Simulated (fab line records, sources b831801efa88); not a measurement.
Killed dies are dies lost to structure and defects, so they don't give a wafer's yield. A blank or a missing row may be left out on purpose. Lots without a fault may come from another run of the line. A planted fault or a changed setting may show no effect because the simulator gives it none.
fab line records | flow sky130
record lots=24 wafers=72 last_day=50
route steps=708 shown METAL1@454 METAL4@630 VIA4@660 METAL5@662
lots that met no fault: from a run of the same line without faults
start_h: hours from the record's first day to the start of the lot's first wafer shown | wait_h: hours since the lot's step before | " the same as in the row above | L1.1+2: a row that stands for several wafers | - no value, or no start given | * or withheld: withheld | < > ~ a bound
route shown NAME@n: a module of which the file shows steps, and the number in the route of the first | usual: mean/standard deviation of fault-free wafers | same: alike in all rows | chamber/n: place in a boat | sites: the reading at each site | _std_site: their standard deviation | _edge_site: outer sites' mean less inner sites' | radius_mm: how far each site lies from the wafer's centre | mask NAME#n: copy n | behind: the tool/chamber that last shaped the wafer | hold: why the lot was held/for how many hours/how that ended | device: the transistor (n, p or np) that didn't switch | end of line: the same wafers' tests at the end of the route | a step without rows: its recipe alone | killed: dies lost to structure and defects at the first sort, not the wafer's yield | map: a wafer's dies, x killed, . not, _ none there
set.NAME: the setting as run; set.NAME@STEP: as run at that earlier step | model.NAME: the simulator's own value behind a step, which no gauge read
steps of the route over a sample of lots; a table a step, a row a wafer
services: from which hour (start_h, from the record's first day; less than 0 if before it) a tool's chamber was out of use, for how many hours, and why
## steps
# step SKY_METAL1_STRIP_20
# recipe chemistry=O2/N2 power_w=1400 pressure_mtorr=1500 platen_temp_c=withheld o2_flow_sccm=3000 n2_flow_sccm=300 overash_fraction=0.5
# usual chamber_pressure_mTorr=1499.9/1.4 drypump_motor_current_A=5.5/0.37 n2_flow_sccm=300.1/0.83 oes_product_au=0.342/0.0047 strip_time_to_endpoint_s=2.676/0.03
# columns lot.wafer tool chamber start_h wait_h chamber_pressure_mTorr drypump_motor_current_A n2_flow_sccm oes_product_au rf_hours_counter_h strip_time_to_endpoint_s
L075.1 plasma_asher-04 0 773.67 0.1 1501.4 5.8 300.6 0.353 3 2.714
L075.3 " 0 " " 1502.0 5.8 299.5 0.337 - 2.623
L075.5 " 1 " " 1500.0 5.2 302.2 0.345 - 2.650
L074.1 plasma_asher-02 0 775.47 0.1 1498.9 6.1 299.2 0.341 94 2.707
L074.2 " 1 " " 1499.3 5.2 300.7 0.334 94 2.626
L074.4 " 0 " " 1500.8 6.1 298.3 0.333 - 2.614
L076.1 plasma_asher-04 1 784.87 0.1 1499.2 5.2 300.9 0.344 4 2.668
L076.2 " 0 " " 1501.2 5.8 300.3 0.339 4 2.675
L076.6 " 0 " " 1499.5 5.8 300.9 0.342 - 2.684
L077.1 plasma_asher-01 0 786.75 0.1 1498.3 4.9 301.0 0.339 69 2.657
L077.3 " 0 " " 1501.5 5.0 301.1 0.342 - 2.643
L077.6 " 0 " " 1500.7 4.9 301.1 0.343 - 2.630
L078.1 plasma_asher-02 1 793.34 0.1 1500.4 5.2 299.2 0.340 96 2.626
L078.4 " 1 " " 1501.5 5.2 299.8 0.335 - 2.597
L078.5 " 1 " " 1501.0 5.2 300.4 0.335 - 2.624
L079.1 plasma_asher-04 1 831.15 0.1 1499.6 5.2 299.4 0.351 9 2.683
L079.4 " 0 " " 1499.9 5.7 299.0 0.341 - 2.675
L079.6 " 1 " " 1499.0 5.2 300.6 0.343 - 2.710
L081.1 plasma_asher-01 1 833.09 0.1 1498.3 5.7 300.4 0.339 74 2.653
L081.4 " 1 " " 1501.0 5.7 301.2 0.346 - 2.701
L081.5 " 1 " " 1498.6 5.7 299.5 0.342 - 2.695
L080.3 plasma_asher-01 1 835.41 0.1 1501.4 5.7 299.3 0.340 - 2.655
L080.4 " 0 " " 1497.9 4.9 300.8 0.346 - 2.695
L080.5 " 1 " " 1498.6 5.7 300.5 0.347 - 2.700
L084.2 plasma_asher-04 1 864.29 0.1 1502.3 5.2 300.3 0.347 12 2.695
L084.5 " 0 " " 1501.7 5.7 300.6 0.338 - 2.696
L084.6 " 1 " " 1500.1 5.2 299.5 0.346 - 2.690
L083.1 plasma_asher-02 1 866.54 0.1 1498.3 5.2 299.8 0.348 103 2.697
L083.2 " 0 " " 1495.3 6.1 299.6 0.343 103 2.698
L083.4 " 1 " " 1499.4 5.2 299.2 0.334 - 2.717
L082.2 plasma_asher-04 0 869.20 0.1 1497.2 5.7 299.4 0.346 13 2.722
L082.4 " 1 " " 1500.0 5.2 299.9 0.335 - 2.634
L082.5 " 0 " " 1500.3 5.7 300.1 0.346 - 2.733
L086.1 plasma_asher-02 0 882.59 0.1 1500.2 6.1 300.1 0.348 105 2.669
L086.3 " 0 " " 1501.7 6.1 298.7 0.345 - 2.684
L086.5 " 0 " " 1500.4 6.1 300.7 0.336 - 2.699
L085.3 plasma_asher-02 1 890.39 0.1 1499.7 5.2 299.5 0.345 - 2.670
L085.4 " 0 " " 1500.5 6.1 298.3 0.348 - 2.648
L085.5 " 0 " " 1500.0 6.1 300.8 0.341 - 2.631
L087.2 plasma_asher-01 0 892.84 0.1 1499.3 4.9 298.6 0.343 79 2.663
L087.5 " 1 " " 1498.9 5.7 301.8 0.338 - 2.652
L087.6 " 0 " " 1501.4 4.9 300.2 0.335 - 2.648
L088.1 plasma_asher-04 0 898.67 0.1 1498.4 5.8 301.3 0.341 16 2.694
L088.2 " 1 " " 1498.6 5.2 300.6 0.346 16 2.727
L088.6 " 0 " " 1499.3 5.8 300.9 0.333 - 2.736
L090.3 plasma_asher-02 0 903.63 0.1 1500.5 6.1 301.1 0.342 - 2.716
L090.4 " 1 " " 1499.1 5.2 299.6 0.344 - 2.678
L090.5 " 0 " " 1500.5 6.1 300.3 0.343 - 2.716
L089.1 plasma_asher-04 0 906.25 0.1 1501.6 5.7 299.5 0.343 16 2.733
L089.2 " 1 " " 1502.4 5.2 299.0 0.339 16 2.717
L089.4 " 0 " " 1500.6 5.8 300.3 0.342 - 2.684
L092.2 plasma_asher-04 1 911.75 0.1 1499.1 5.2 301.1 0.339 17 2.665
L092.3 " 0 " " 1500.6 5.7 299.8 0.342 - 2.670
L092.4 " 1 " " 1501.1 5.2 301.1 0.334 - 2.628
L091.2 plasma_asher-01 1 914.38 0.1 1500.2 5.7 299.3 0.346 81 2.653
L091.3 " 1 " " 1501.7 5.7 300.8 0.344 - 2.661
L091.5 " 1 " " 1500.6 5.7 299.7 0.337 - 2.622
L094.2 plasma_asher-01 0 921.30 0.1 1501.8 4.9 300.1 0.345 82 2.696
L094.3 " 0 " " 1501.2 4.9 300.1 0.346 - 2.675
L094.5 " 1 " " 1498.5 5.7 300.1 0.346 - 2.682
L093.3 plasma_asher-04 1 924.56 0.1 1499.8 5.2 299.5 0.341 - 2.671
L093.4 " 0 " " 1498.0 5.8 301.2 0.352 - 2.701
L093.6 " 0 " " 1500.9 5.8 301.0 0.346 - 2.655
L096.4 plasma_asher-04 0 928.72 0.1 1499.5 5.8 299.4 0.339 - 2.682
L096.5 " 1 " " 1498.5 5.2 300.3 0.335 - 2.682
L096.6 " 0 " " 1498.4 5.8 300.7 0.340 - 2.650
L095.2 plasma_asher-04 1 931.65 0.1 1498.2 5.2 298.9 0.341 19 2.689
L095.3 " 1 " " 1498.8 5.2 299.7 0.341 - 2.704
L095.5 " 0 " " 1501.2 5.7 300.3 0.343 - 2.662
L097.1 plasma_asher-04 1 938.22 0.1 1500.4 5.2 299.6 0.340 20 2.669
L097.4 " 0 " " 1505.7 5.7 300.2 0.341 - 2.675
L097.5 " 1 " " 1500.4 5.2 300.1 0.341 - 2.655
# step SKY_METAL4_OVL_MEAS_14
# usual METAL4_OVL=-1/6.1
# columns lot.wafer tool chamber start_h wait_h METAL4_OVL[nm]
L075.1 overlay-02 - 988.90 0.1 -1
L075.3 " - " " -11
L075.5 " - " " -8
L074.1 overlay-01 - 990.48 0.1 8
L074.2 " - " " 0
L074.4 " - " " -1
L076.1 overlay-02 - 999.00 0.1 -2
L076.2 " - " " 0
L076.6 " - " " 7
L077.1 overlay-02 - 1001.73 0.1 -6
L077.3 " - " " -6
L077.6 " - " " -6
L078.1 overlay-01 - 1006.92 0.1 0
L078.4 " - " " -5
L078.5 " - " " -3
L079.1 overlay-01 - 1039.35 0.1 -4
L079.4 " - " " -8
L079.6 " - " " -2
L081.1 overlay-01 - 1041.22 0.1 -9
L081.4 " - " " -3
L081.5 " - " " -9
L080.3 overlay-01 - 1044.09 0.1 0
L080.4 " - " " -1
L080.5 " - " " 5
L084.2 overlay-02 - 1066.26 0.1 -6
L084.5 " - " " -8
L084.6 " - " " -6
L083.1 overlay-02 - 1067.85 0.1 8
L083.2 " - " " 0
L083.4 " - " " 1
L082.2 overlay-01 - 1071.21 0.1 8
L082.4 " - " " 1
L082.5 " - " " 5
L086.1 overlay-01 - 1080.85 0.1 -6
L086.3 " - " " -7
L086.5 " - " " -4
L085.3 overlay-02 - 1086.88 0.1 -7
L085.4 " - " " -1
L085.5 " - " " -15
L087.2 overlay-01 - 1091.66 0.1 -12
L087.5 " - " " -3
L087.6 " - " " -13
L088.1 overlay-01 - 1094.53 0.1 7
L088.2 " - " " 5
L088.6 " - " " -3
L090.3 overlay-02 - 1099.64 0.1 0
L090.4 " - " " 4
L090.5 " - " " 8
L089.1 overlay-02 - 1102.73 0.1 4
L089.2 " - " " -10
L089.4 " - " " -6
L092.2 overlay-02 - 1103.51 0.1 -5
L092.3 " - " " 3
L092.4 " - " " -6
L091.2 overlay-01 - 1108.84 0.1 4
L091.3 " - " " 1
L091.5 " - " " 4
L094.2 overlay-02 - 1112.41 0.1 -1
L094.3 " - " " -11
L094.5 " - " " 1
L093.3 overlay-02 - 1115.74 0.1 10
L093.4 " - " " -7
L093.6 " - " " 5
L096.4 overlay-01 - 1119.48 0.1 8
L096.5 " - " " -6
L096.6 " - " " 3
L095.2 overlay-02 - 1121.94 0.1 2
L095.3 " - " " -1
L095.5 " - " " 7
L097.1 overlay-02 - 1127.20 0.1 -7
L097.4 " - " " -9
L097.5 " - " " -9
# step SKY_METAL4_DESCUM_15
# recipe chemistry=O2 source_power_w=150 bias_power_w=0 pressure_mtorr=10 temp_c=40 time_s=8
# usual chamber_pressure_mTorr=10.000/0.009 drypump_motor_current_A=5.6/0.36 oes_product_au=1.002/0.0083
# columns lot.wafer tool chamber start_h wait_h chamber_pressure_mTorr drypump_motor_current_A oes_product_au rf_hours_counter_h
L075.1 rie_metal-03 0 988.94 0.0 10.008 5.0 0.995 7
L075.3 " 0 " " 9.997 5.0 1.001 -
L075.5 " 1 " " 9.999 5.5 0.985 -
L074.1 rie_metal-03 1 990.52 0.0 9.998 5.6 0.991 5
L074.2 " 0 " " 10.008 5.0 0.997 7
L074.4 " 1 " " 10.000 5.6 0.986 -
L076.1 rie_metal-03 0 999.04 0.0 9.986 5.0 0.996 8
L076.2 " 1 " " 10.002 5.5 0.994 6
L076.6 " 0 " " 9.984 5.0 1.002 -
L077.1 rie_metal-01 1 1001.77 0.0 10.011 5.4 0.991 15
L077.3 " 1 " " 10.008 5.4 0.993 -
L077.6 " 1 " " 9.989 5.4 0.988 -
L078.1 rie_metal-01 0 1006.95 0.0 10.001 6.1 1.008 21
L078.4 " 0 " " 10.001 6.1 1.000 -
L078.5 " 0 " " 9.991 6.1 1.001 -
L079.1 rie_metal-01 1 1039.39 0.0 9.994 5.4 0.995 17
L079.4 " 0 " " 9.988 6.1 0.999 -
L079.6 " 0 " " 10.002 6.1 1.001 -
L081.1 rie_metal-02 1 1041.25 0.0 9.986 5.8 1.009 19
L081.4 " 1 " " 10.001 5.8 1.001 -
L081.5 " 1 " " 9.994 5.8 1.005 -
L080.3 rie_metal-03 0 1044.13 0.0 9.999 5.0 0.991 -
L080.4 " 1 " " 10.000 5.6 0.992 -
L080.5 " 0 " " 10.004 5.0 1.000 -
L084.2 rie_metal-03 1 1066.29 0.0 10.009 5.5 0.997 11
L084.5 " 0 " " 9.994 5.0 1.001 -
L084.6 " 1 " " 9.991 5.6 0.991 -
L083.1 rie_metal-02 1 1067.89 0.0 10.009 5.8 0.998 21
L083.2 " 0 " " 10.007 5.9 1.002 22
L083.4 " 0 " " 10.013 5.9 1.009 -
L082.2 rie_metal-02 1 1071.24 0.0 9.997 5.8 1.003 21
L082.4 " 1 " " 9.996 5.8 0.995 -
L082.5 " 1 " " 9.999 5.9 0.998 -
L086.1 rie_metal-03 1 1080.89 0.0 9.982 5.6 0.986 12
L086.3 " 1 " " 9.992 5.5 0.998 -
L086.5 " 0 " " 10.005 5.0 0.999 -
L085.3 rie_metal-01 0 1086.91 0.0 10.008 6.1 1.016 -
L085.4 " 1 " " 10.016 5.4 1.001 -
L085.5 " 1 " " 10.008 5.4 1.001 -
L087.2 rie_metal-03 0 1091.69 0.0 10.022 5.0 1.003 14
L087.5 " 1 " " 10.007 5.5 1.001 -
L087.6 " 0 " " 10.005 5.0 1.009 -
L088.1 rie_metal-02 0 1094.57 0.0 10.003 5.9 1.008 24
L088.2 " 1 " " 9.993 5.8 1.001 23
L088.6 " 0 " " 10.007 5.9 1.009 -
L090.3 rie_metal-01 0 1099.68 0.0 9.984 6.1 1.012 -
L090.4 " 1 " " 10.007 5.4 1.000 -
L090.5 " 0 " " 10.007 6.1 1.004 -
L089.1 rie_metal-01 1 1102.77 0.0 10.001 5.4 1.006 22
L089.2 " 0 " " 10.009 6.1 1.013 2
L089.4 " 0 " " 9.992 6.0 1.017 -
L092.2 rie_metal-01 1 1103.54 0.0 10.010 5.4 0.994 23
L092.3 " 0 " " 10.011 6.0 1.015 -
L092.4 " 1 " " 9.975 5.4 0.995 -
L091.2 rie_metal-03 1 1108.87 0.0 9.983 5.6 0.991 14
L091.3 " 1 " " 9.989 5.6 0.990 -
L091.5 " 1 " " 9.990 5.6 0.989 -
L094.2 rie_metal-01 0 1112.44 0.0 10.014 6.1 1.026 3
L094.3 " 1 " " 9.986 5.4 1.009 -
L094.5 " 1 " " 10.010 5.4 1.006 -
L093.3 rie_metal-01 1 1115.78 0.0 9.997 5.4 1.010 -
L093.4 " 0 " " 9.996 5.9 1.017 -
L093.6 " 0 " " 10.003 6.0 1.010 -
L096.4 rie_metal-02 1 1119.53 0.0 10.011 5.8 1.012 -
L096.5 " 1 " " 10.007 5.8 1.009 -
L096.6 " 1 " " 10.002 5.8 1.006 -
L095.2 rie_metal-03 0 1121.97 0.0 9.994 5.0 1.006 16
L095.3 " 1 " " 10.007 5.5 0.993 -
L095.5 " 1 " " 10.002 5.5 0.995 -
L097.1 rie_metal-01 1 1127.24 0.0 10.012 5.4 1.009 24
L097.4 " 0 " " 9.992 6.0 1.017 -
L097.5 " 1 " " 10.000 5.4 1.012 -
# step SKY_METAL4_ETCH_17
# recipe target=SiO2 stop_on=TiN chemistry=C4F8/O2/Ar source_w=1500 bias_w=1200 pressure_mtorr=40 c4f8_flow_sccm=withheld O2_flow_sccm=6 Ar_flow_sccm=300 time_s=3.9 target_depth_a=150
# usual chamber_pressure_mTorr=40.00/0.037 oes_product_au=0.757/0.0068
# columns lot.wafer tool chamber start_h wait_h chamber_pressure_mTorr oes_product_au rf_hours_counter_h
L075.1 rie_diel-04 2 989.07 0.1 40.00 0.761 11
L075.3 " 1 " " 39.99 0.761 11
L075.5 " 0 " " 40.02 0.767 -
L074.1 rie_diel-01 2 990.65 0.1 39.96 0.754 16
L074.2 " 0 " " 40.02 0.747 15
L074.4 " 3 " " 40.01 0.755 8
L076.1 rie_diel-04 2 999.17 0.1 40.05 0.754 11
L076.2 " 1 " " 39.85 0.765 11
L076.6 " 2 " " 40.03 0.756 -
L077.1 rie_diel-04 3 1001.90 0.1 40.03 0.751 13
L077.3 " 1 " " 39.97 0.763 11
L077.6 " 1 " " 39.94 0.756 -
L078.1 rie_diel-04 2 1007.08 0.1 39.97 0.757 12
L078.4 " 1 " " 40.06 0.759 -
L078.5 " 3 " " 39.95 0.760 -
L079.1 rie_diel-04 3 1039.52 0.1 39.95 0.766 14
L079.4 " 2 " " 39.99 0.755 12
L079.6 " 2 " " 39.96 0.764 -
L081.1 rie_diel-04 2 1041.38 0.1 39.99 0.750 13
L081.4 " 1 " " 40.03 0.751 12
L081.5 " 1 " " 39.96 0.763 -
L080.3 rie_diel-01 3 1044.25 0.0 39.99 0.750 10
L080.4 " 1 " " 40.04 0.759 10
L080.5 " 1 " " 40.02 0.760 -
L084.2 rie_diel-04 3 1066.42 0.1 39.97 0.754 15
L084.5 " 1 " " 40.01 0.762 -
L084.6 " 0 " " 40.02 0.748 -
L083.1 rie_diel-02 3 1068.02 0.1 39.98 0.761 25
L083.2 " 2 " " 39.95 0.756 17
L083.4 " 1 " " 39.95 0.764 17
L082.2 rie_diel-01 1 1071.37 0.1 39.96 0.754 11
L082.4 " 2 " " 39.99 0.758 19
L082.5 " 3 " " 39.94 0.756 -
L086.1 rie_diel-01 3 1081.02 0.1 39.96 0.761 11
L086.3 " 0 " " 40.03 0.751 17
L086.5 " 1 " " 40.03 0.766 -
L085.3 rie_diel-01 1 1087.03 0.0 40.00 0.753 11
L085.4 " 2 " " 39.99 0.756 -
L085.5 " 1 " " 39.97 0.763 -
L087.2 rie_diel-01 1 1091.82 0.1 40.02 0.749 11
L087.5 " 0 " " 40.02 0.756 -
L087.6 " 1 " " 40.00 0.758 -
L088.1 rie_diel-04 3 1094.70 0.1 40.03 0.752 16
L088.2 " 2 " " 39.94 0.745 14
L088.6 " 1 " " 40.03 0.765 -
L090.3 rie_diel-04 2 1099.80 0.0 40.03 0.761 14
L090.4 " 3 " " 39.96 0.758 16
L090.5 " 1 " " 39.99 0.753 -
L089.1 rie_diel-01 2 1102.90 0.1 39.93 0.746 20
L089.2 " 3 " " 39.99 0.746 11
L089.4 " 0 " " 40.05 0.755 18
L092.2 rie_diel-04 2 1103.67 0.1 40.01 0.749 14
L092.3 " 0 " " 39.97 0.746 2
L092.4 " 3 " " 40.02 0.753 16
L091.2 rie_diel-02 1 1109.00 0.1 40.03 0.765 19
L091.3 " 2 " " 40.00 0.756 18
L091.5 " 3 " " 40.02 0.765 -
L094.2 rie_diel-04 3 1112.57 0.1 40.00 0.748 17
L094.3 " 0 " " 40.04 0.750 3
L094.5 " 0 " " 40.03 0.772 -
L093.3 rie_diel-02 0 1115.90 0.0 40.00 0.757 10
L093.4 " 1 " " 40.02 0.758 19
L093.6 " 3 " " 40.05 0.762 -
L096.4 rie_diel-02 2 1119.76 0.1 39.95 0.769 18
L096.5 " 1 " " 39.99 0.751 -
L096.6 " 0 " " 39.99 0.764 -
L095.2 rie_diel-04 0 1122.10 0.1 39.97 0.763 3
L095.3 " 3 " " 40.03 0.755 17
L095.5 " 0 " " 40.04 0.759 -
L097.1 rie_diel-04 1 1127.37 0.1 39.93 0.759 15
L097.4 " 3 " " 40.04 0.763 17
L097.5 " 2 " " 39.99 0.756 -
# step SKY_VIA4_CMP_21
# recipe stop_on=SiO2 t_overpolish_s=25 down_force_psi=3.5 platen_rpm=60 target_thk_nm=0 pad_velocity_m_s=0.94248
# usual motor_current_A=11.2/0.89 overpolish_run_s=25.000/0.0091 time_to_endpoint_s=123/3.5
# same t_overpolish_s=25
# columns lot.wafer tool chamber start_h wait_h motor_current_A overpolish_run_s time_to_endpoint_s
L075.1 cmp-02 3 1014.80 0.1 11.8 25.008 130
L075.3 " 0 " " 12.8 24.999 127
L075.5 " 2 " " 12.4 25.004 124
L074.2 cmp-01 2 1016.02 0.0 11.3 24.995 125
L074.4 " 3 " " 10.8 25.009 130
L074.1 " 0 " " 11.2 24.994 124
L076.1 cmp-01 1 1024.26 0.1 11.4 24.991 123
L076.2 " 0 " " 10.8 24.988 126
L076.6 " 1 " " 11.0 25.006 123
L077.1 cmp-02 0 1027.46 0.1 12.0 25.006 120
L077.3 " 2 " " 11.6 25.011 117
L077.6 " 0 " " 12.1 24.997 121
L078.1 cmp-01 1 1033.09 0.1 10.9 24.995 122
L078.4 " 2 " " 10.8 24.992 124
L078.5 " 1 " " 11.3 25.001 122
L079.1 cmp-01 1 1063.55 0.1 10.6 25.014 122
L079.4 " 3 " " 11.2 24.997 128
L079.6 " 2 " " 11.0 25.005 124
L081.1 cmp-01 0 1065.18 0.1 11.0 25.000 128
L081.4 " 2 " " 11.2 25.003 122
L081.5 " 0 " " 10.9 25.003 128
L080.3 cmp-01 3 1068.17 0.0 11.7 24.996 125
L080.4 " 2 " " 11.8 24.989 121
L080.5 " 3 " " 11.1 25.023 124
L084.2 cmp-01 2 1090.00 0.0 10.8 25.018 122
L084.6 " 2 " " 11.6 25.011 118
L084.5 " 3 " " 11.4 24.991 117
L083.1 cmp-01 1 1091.55 0.1 11.1 25.001 116
L083.2 " 3 " " 11.6 25.002 119
L083.4 " 0 " " 10.4 24.999 119
L082.4 cmp-02 0 1094.57 0.1 12.1 24.999 127
L082.2 " 1 " " 9.4 24.991 123
L082.5 " 3 " " 11.5 24.994 122
L086.1 cmp-01 1 1104.65 0.2 11.1 24.999 117
L086.3 " 2 " " 11.0 25.002 124
L086.5 " 1 " " 11.1 25.002 119
L085.3 cmp-02 2 1110.63 0.1 12.1 25.000 121
L085.4 " 3 " " 12.2 25.006 127
L085.5 " 0 " " 12.1 24.990 124
L087.2 cmp-01 3 1114.16 0.1 11.0 25.001 120
L087.5 " 2 " " 11.3 24.985 123
L087.6 " 3 " " 11.1 24.999 119
L088.1 cmp-02 2 1117.63 0.1 12.5 24.992 123
L088.2 " 3 " " 11.8 25.012 129
L088.6 " 1 " " 9.4 24.990 123
L090.4 cmp-01 2 1121.90 0.0 11.6 25.007 121
L090.3 " 0 " " 11.6 24.988 122
L090.5 " 3 " " 11.7 24.996 120
L089.2 cmp-02 0 1124.19 0.0 13.1 25.012 129
L089.1 " 1 " " 9.3 25.008 125
L089.4 " 3 " " 11.1 25.014 128
L092.3 cmp-01 0 1126.09 0.0 11.2 24.995 124
L092.4 " 2 " " 11.7 24.997 123
L092.2 " 3 " " 11.4 25.004 118
L091.3 cmp-02 2 1131.18 0.1 12.8 25.003 127
L091.2 " 3 " " 11.5 24.978 129
L091.5 " 1 " " 9.1 24.985 124
L094.2 cmp-01 0 1134.97 0.1 10.9 24.987 126
L094.3 " 2 " " 11.5 24.993 122
L094.5 " 0 " " 11.2 24.998 127
L093.4 cmp-01 2 1137.34 0.1 11.9 25.014 124
L093.3 " 3 " " 11.0 25.008 122
L093.6 " 1 " " 11.4 25.001 120
L096.4 cmp-02 3 1142.15 0.2 11.1 24.985 122
L096.6 " 1 " " 9.2 24.999 121
L096.5 " 2 " " 12.2 24.995 120
L095.2 cmp-01 0 1144.03 0.1 11.3 24.993 125
L095.3 " 1 " " 11.2 25.000 122
L095.5 " 2 " " 11.3 25.015 123
L097.4 cmp-01 0 1149.52 0.1 10.5 24.992 127
L097.1 " 2 " " 11.4 25.005 122
L097.5 " 0 " " 10.8 24.992 125
# step SKY_METAL5_SPUTTER_01
# recipe material=TiN target_thk_nm=20 power_w=6500 time_s=16.15 chamber_pressure_pa=0.4
# usual throttle_valve_pct=30.2/0.8
# columns lot.wafer tool chamber start_h wait_h throttle_valve_pct
L075.1 pvd_sputter-02 - 1015.02 0.0 30.2
L075.3 " - " " 29.0
L075.5 " - " " 28.9
L074.1 pvd_sputter-02 - 1016.34 0.0 30.3
L074.2 " - " " 29.1
L074.4 " - " " 30.8
L076.1 pvd_sputter-04 - 1024.58 0.0 30.6
L076.2 " - " " 31.2
L076.6 " - " " 31.1
L077.1 pvd_sputter-04 - 1027.78 0.0 30.3
L077.3 " - " " 30.7
L077.6 " - " " 30.7
L078.1 pvd_sputter-04 - 1033.41 0.0 30.4
L078.4 " - " " 30.6
L078.5 " - " " 30.3
L079.1 pvd_sputter-04 - 1063.87 0.0 30.8
L079.4 " - " " 31.3
L079.6 " - " " 30.6
L081.1 pvd_sputter-01 - 1065.47 0.0 29.0
L081.4 " - " " 30.5
L081.5 " - " " 29.7
L080.3 pvd_sputter-01 - 1068.49 0.0 29.6
L080.4 " - " " 28.7
L080.5 " - " " 30.8
L084.2 pvd_sputter-02 - 1090.32 0.0 31.1
L084.5 " - " " 29.0
L084.6 " - " " 30.9
L083.1 pvd_sputter-02 - 1091.87 0.0 30.3
L083.2 " - " " 29.0
L083.4 " - " " 30.1
L082.2 pvd_sputter-01 - 1094.84 0.0 29.9
L082.4 " - " " 29.0
L082.5 " - " " 30.5
L086.1 pvd_sputter-01 - 1104.97 0.0 29.8
L086.3 " - " " 28.8
L086.5 " - " " 29.8
L085.3 pvd_sputter-02 - 1110.86 0.0 29.0
L085.4 " - " " 30.9
L085.5 " - " " 29.0
L087.2 pvd_sputter-02 - 1114.44 0.0 30.2
L087.5 " - " " 30.9
L087.6 " - " " 28.9
L088.1 pvd_sputter-01 - 1117.85 0.0 30.7
L088.2 " - " " 28.8
L088.6 " - " " 29.5
L090.3 pvd_sputter-04 - 1122.22 0.0 31.1
L090.4 " - " " 31.2
L090.5 " - " " 31.1
L089.1 pvd_sputter-02 - 1124.51 0.0 30.9
L089.2 " - " " 31.0
L089.4 " - " " 28.9
L092.2 pvd_sputter-04 - 1126.41 0.0 31.4
L092.3 " - " " 30.9
L092.4 " - " " 31.3
L091.2 pvd_sputter-01 - 1131.45 0.0 29.7
L091.3 " - " " 28.9
L091.5 " - " " 29.8
L094.2 pvd_sputter-04 - 1135.24 0.0 31.3
L094.3 " - " " 30.6
L094.5 " - " " 30.3
L093.3 pvd_sputter-01 - 1137.56 0.0 30.5
L093.4 " - " " 28.8
L093.6 " - " " 29.7
L096.4 pvd_sputter-01 - 1142.37 0.0 30.6
L096.5 " - " " 29.8
L096.6 " - " " 29.5
L095.2 pvd_sputter-01 - 1144.25 0.0 29.7
L095.3 " - " " 28.9
L095.5 " - " " 28.7
L097.1 pvd_sputter-02 - 1149.79 0.0 30.2
L097.4 " - " " 29.0
L097.5 " - " " 31.1
## services
# columns tool chamber start_h hours kind
plasma_asher-04 - 751.52 1.1 repair
rie_diel-04 0 766.75 5.5 repair
plasma_asher-04 - 791.93 2.8 repair
rie_diel-04 0 808.99 5.2 repair
rie_diel-04 0 819.92 6.6 repair
rie_metal-01 1 855.46 4.4 repair
cmp-01 - 864.84 4.7 pm
rie_diel-04 2 877.25 8.9 repair
plasma_asher-04 - 885.34 2.8 pm
rie_diel-04 - 905.33 0.2 repair
rie_diel-04 3 918.77 2.8 repair
cmp-01 - 935.19 0.8 repair
rie_diel-04 2 979.01 5.4 repair
rie_diel-04 2 1004.03 2.5 repair
cmp-01 - 1008.04 2.3 repair
rie_diel-04 1 1012.61 4.4 repair
cmp-01 - 1014.07 1.4 repair
plasma_asher-04 - 1019.44 3.3 repair
cmp-01 - 1042.95 0.6 repair
rie_diel-04 2 1046.80 6.5 repair
cmp-01 - 1084.20 4.0 pm
rie_metal-01 - 1089.98 2.8 pm
rie_diel-04 - 1102.79 0.8 repair
rie_metal-01 1 1147.19 9.1 repair
## key
fault none
